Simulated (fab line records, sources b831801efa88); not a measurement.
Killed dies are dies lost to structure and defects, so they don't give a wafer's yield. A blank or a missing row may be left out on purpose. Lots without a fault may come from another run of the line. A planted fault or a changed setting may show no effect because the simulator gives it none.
Problem report in the 8D (eight disciplines) form, filled by code | flow gf180mcu | the parts of the form that need people (team, actions taken, sign-off) are left out

1. THE PROBLEM
oes_product_au at GF_HV_LDD_STRIP_10 reads a mean of 0.855 a.u. on 3 wafers of 1 lot; wafers without a fault read 0.716 a.u. with a standard deviation of 0.0043. That is +32 standard deviations from the usual mean.
The step: strips in O2/N2.
First seen on wafer L745.1, day 11 19:01, on plasma_asher-02. The record holds 39 wafers of 13 lots with a number at this step. Rule for "out", or "out of limits": more than 4 standard deviations from the usual mean. The other wafers with a number count as sound.

2. WHAT IT IS AND WHAT IT IS NOT
question                    | is                     | is not
which readings at this step | oes_product_au         | drypump_motor_current_A, heater_power_w
which lots                  | L745                   | L743, L747, L750, L751, L753, L757, L759, L760, L761, L762, L763, L764
which wafers of those lots  | all that have a number | -
read on which tools         | plasma_asher-02        | plasma_asher-03, plasma_asher-04
when                        | from day 11 19:01      | up to then (3 sound wafers); but 33 sound wafers of L747, L750, L751, L753, L757, L759, L760, L761, L762, L763, L764 came after

3. SUSPECTS, AND WHAT RULES EACH OUT
Counting: a tool at a process step up to the reading stays a suspect if it ran every lot that is out and no sound lot after the first of them.
- plasma_asher-02 at GF_HV_LDD_STRIP_10 (strips in O2/N2): ruled out as a lasting fault. Sound lots L757, L759, L762 ran on it after its first lot that is out, L745 (day 11 19:01).
Left after counting: nothing in the record.

4. THE CAUSE (what the simulator had put in)
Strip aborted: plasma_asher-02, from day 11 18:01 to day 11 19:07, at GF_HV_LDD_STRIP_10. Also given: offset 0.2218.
Counting ruled it out, wrongly.

5. THE CHAIN OF EFFECTS, in route order
Each row: a reading whose mean over the struck wafers that have a number lies more than 3 standard deviations from the usual. Only readings for which the record gives a usual standard deviation are gone through. hours: the time from each lot's start at the first step in this table that gives one to its start at this step, as a median over the lots. sigmas: the change in usual standard deviations.
hours | step               | reading        | usual      | on struck wafers | change | sigmas
0     | GF_HV_LDD_STRIP_10 | oes_product_au | 0.716 a.u. | 0.855            | +0.139 | +32
The process steps in it:
- GF_HV_LDD_STRIP_10: strips in O2/N2.
Readings that are blank on the struck wafers while sound wafers have them: strip_time_to_endpoint_s at GF_HV_LDD_STRIP_10.

6. WHAT WOULD HAVE CAUGHT IT SOONER
In this record the first reading out of limits was taken at day 11 19:01, 1 hour after the fault began at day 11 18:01.
